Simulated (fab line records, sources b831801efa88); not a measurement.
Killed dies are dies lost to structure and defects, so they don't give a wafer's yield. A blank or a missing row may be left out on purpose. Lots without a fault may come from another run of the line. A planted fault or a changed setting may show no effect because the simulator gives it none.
A struck lot beside a sound one | flow sky130 | 43 steps out of a route of 708
Sound: wafers L640.1, L640.5, L640.6. Struck: wafers L654.2, L654.4. (L654.1 of the same lot was not struck and is left out.) The cause comes at the end.
At each step with rows: each side's tool, then ch and its chambers, then its first start. Under that, the readings that differ: sound wafers | struck wafers | difference of the means | sigmas: that difference in standard deviations of wafers without a fault.
alike: readings whose means differ by less than 2 such deviations, and words and numbers that are the same on both sides. not compared: withheld readings, readings that some wafer has no value for, bounds like >300 that may hide the same value, and numbers for which the record gives no deviation and whose values overlap.
The two part at a step that has a row with sigmas, a row that says differs or no value, or rows on one side only. Numbers that don't overlap but have no deviation are shown without sigmas and don't part them. A reading that every wafer of one side lacks parts them only if that side has two wafers or more.

SKY_METAL5_SPUTTER_04: material TiN, target thk 70 nm, time 58.3 s.
  sound on pvd_sputter-03, day 43 08:05; struck on pvd_sputter-04, day 47 07:48
  alike: throttle_valve_pct
SKY_METAL5_RS_MEAS_05: measures by four-point-probe.
  sound on film_metro-04, day 43 08:08; struck on film_metro-04, day 47 07:51
  alike: METAL5_ALCU_RS
SKY_METAL5_THK_MEAS_06: measures by xrf.
  sound on film_metro-04, day 43 08:16; struck on film_metro-04, day 47 07:58
  alike: METAL5_ALCU_THK
then, 7 steps without rows for these wafers: SKY_METAL5_DEHYDRATE_07 (time 60 s); SKY_METAL5_HMDS_08 (prime time 60 s); SKY_METAL5_COAT_09 (resist thk 1800 nm); SKY_METAL5_SOFTBAKE_10 (time 60 s); SKY_METAL5_EXPOSE_11 (exposes mask MM5, target cd 1600 nm); SKY_METAL5_PEB_12; SKY_METAL5_DEVELOP_13 (develop time 60 s).
SKY_METAL5_DESCUM_14: chemistry O2, time 11 s.
  sound on rie_metal-02 ch 0,1, day 44 07:10; struck on rie_metal-04 ch 1, day 48 03:31
  alike: chamber_pressure_mTorr, drypump_motor_current_A, oes_product_au
  not compared: rf_hours_counter_h
then, 1 step without rows for these wafers: SKY_METAL5_METAL_ETCH_15 (etches the open film in Cl2/BCl3, stops on SiO2, target depth 1260 nm, time 252 s).
SKY_METAL5_STRIP_16: strips in O2/N2.
  sound on plasma_asher-04 ch 0,1, day 44 07:26; struck on plasma_asher-02 ch 1, day 48 03:47
  reading                      | sound             | struck      | difference | sigmas
  oes_product_au (a.u.)        | 0.715 0.716 0.718 | 0.700 0.705 | -0.014     | -3
  strip_time_to_endpoint_s (s) | 12.89 12.86 13.00 | 13.28 13.25 | +0.35      | +2
  alike: chamber_pressure_mTorr, drypump_motor_current_A
  not compared: rf_hours_counter_h
then, 4 steps without rows for these wafers: SKY_METAL5_STRIP_17 (strips in post etch residue remover, time 1200 s); SKY_METAL5_CLEAN_18 (cleans in IPA, time 180 s); SKY_METAL5_CLEAN_19 (cleans in O3/DIW); SKY_PASSIVATION_CVD_00 (deposits SiO2, target thk 90 nm).
SKY_PASSIVATION_THK_MEAS_01:
  sound on film_metro-01, day 44 08:04; struck on film_metro-03, day 48 04:26
  alike: PASSIVATION_CVD_00_THK
SKY_PASSIVATION_CVD_02: deposits Si3N4, target thk 540 nm.
  sound on pecvd-03 ch 1,2, day 44 08:08; struck on pecvd-04 ch 1, day 48 04:30
  alike: heater_power_w
SKY_PASSIVATION_THK_MEAS_03:
  sound on film_metro-03, day 44 08:22; struck on film_metro-01, day 48 04:44
  alike: PASSIVATION_CVD_02_THK
then, 7 steps without rows for these wafers: SKY_PASSIVATION_DEHYDRATE_04 (time 60 s); SKY_PASSIVATION_HMDS_05 (prime time 60 s); SKY_PASSIVATION_COAT_06 (resist thk 3000 nm); SKY_PASSIVATION_SOFTBAKE_07; SKY_PASSIVATION_EXPOSE_08 (exposes mask NSM, target cd 3000 nm); SKY_PASSIVATION_PEB_09; SKY_PASSIVATION_DEVELOP_10 (develop time 60 s).
SKY_PASSIVATION_ETCH_11: etches the open film in CF4/O2, stops on AlCu, target depth 725 nm, time 161.1 s.
  sound on rie_diel-03 ch 0,1,2, day 45 05:58; struck on rie_diel-04 ch 1,3, day 48 22:28
  alike: bias_w, chamber_pressure_mTorr, drypump_motor_current_A, oes_product_au, throttle_valve_pct
  not compared: rf_hours_counter_h
then, 9 steps without rows for these wafers: SKY_PASSIVATION_STRIP_12 (strips in O2/N2); SKY_PAD_OPEN_DEHYDRATE_00 (time 60 s); SKY_PAD_OPEN_HMDS_01 (prime time 60 s); SKY_PAD_OPEN_COAT_02 (resist thk 3000 nm); SKY_PAD_OPEN_SOFTBAKE_03; SKY_PAD_OPEN_EXPOSE_04 (exposes mask PDM, target cd 60000 nm); SKY_PAD_OPEN_PEB_05; SKY_PAD_OPEN_DEVELOP_06 (develop time 60 s); SKY_PAD_OPEN_ETCH_07 (etches the open film in CF4/O2, stops on AlCu, target depth 725 nm, time 161.1 s).
SKY_PAD_OPEN_STRIP_08: strips in O2/N2.
  sound on plasma_asher-01 ch 0,1, day 46 03:07; struck on plasma_asher-03 ch 0,1, day 49 16:28
  reading                      | sound             | struck      | difference | sigmas
  strip_time_to_endpoint_s (s) | 37.08 37.01 37.15 | 36.97 36.86 | -0.16      | -2
  alike: chamber_pressure_mTorr, drypump_motor_current_A, oes_product_au
  not compared: rf_hours_counter_h
then, 4 steps without rows for these wafers: SKY_PAD_OPEN_STRIP_09 (strips in post etch residue remover, time 1200 s); SKY_PAD_OPEN_CLEAN_10 (cleans in IPA, time 180 s); SKY_PAD_OPEN_CLEAN_11 (cleans in O3/DIW); SKY_PAD_OPEN_ANNEAL_12.
SKY_PAD_OPEN_PROBE_99:
  sound on prober-01, day 46 05:25; struck on prober-01, day 49 18:44
  reading                               | sound               | struck      | difference | sigmas
  defect_limited_yield (%)              | 80.3 80.5 78.0      | 74.6 76.8   | -3.9       | -2
  killed_at_M4_up                       | 1 2 3               | 31 26       | +26        | +14
  killed_at_contacts                    | 27 34 40            | 21 22       | -12        | -2
  killed_dies                           | 97 96 108           | 125 114     | +19        | +2
  sort_bin_3_pad_short (%)              | 1.6 0.2 0.6         | 4.1 2.0     | +2.2       | +6
  sort_n_pass                           | 395 396 384         | 367 378     | -19        | -2
  sort_yield_pct (%)                    | 80.3 80.5 78.0      | 74.6 76.8   | -3.9       | -2
  model.etest.tester.sort_n_pass        | 395 396 384         | 367 378     | -19        |
  model.etest.tester.sort_yield_pct (%) | 80.28 80.49 78.05   | 74.59 76.83 | -3.90      |
  model.etest.tester.sort_bin_3_pct (%) | 1.626 0.2033 0.6098 | 4.065 2.033 | +2.236     |
  alike: killed_at_M0_to_M3, killed_at_front_end, killed_at_other, killed_on_rim, killed_open, killed_short, sort_bin_5_function, sort_bin_6_memory
  not compared: model.etest.tester.sort_bin_5_pct

WHERE THEY PART
First at SKY_METAL5_STRIP_16; last, within this record, at SKY_PAD_OPEN_PROBE_99.

WHY: what the simulator had put in
Chamber particle source: plasma_asher-02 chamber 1, from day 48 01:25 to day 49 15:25, at SKY_METAL5_STRIP_16. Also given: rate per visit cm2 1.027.
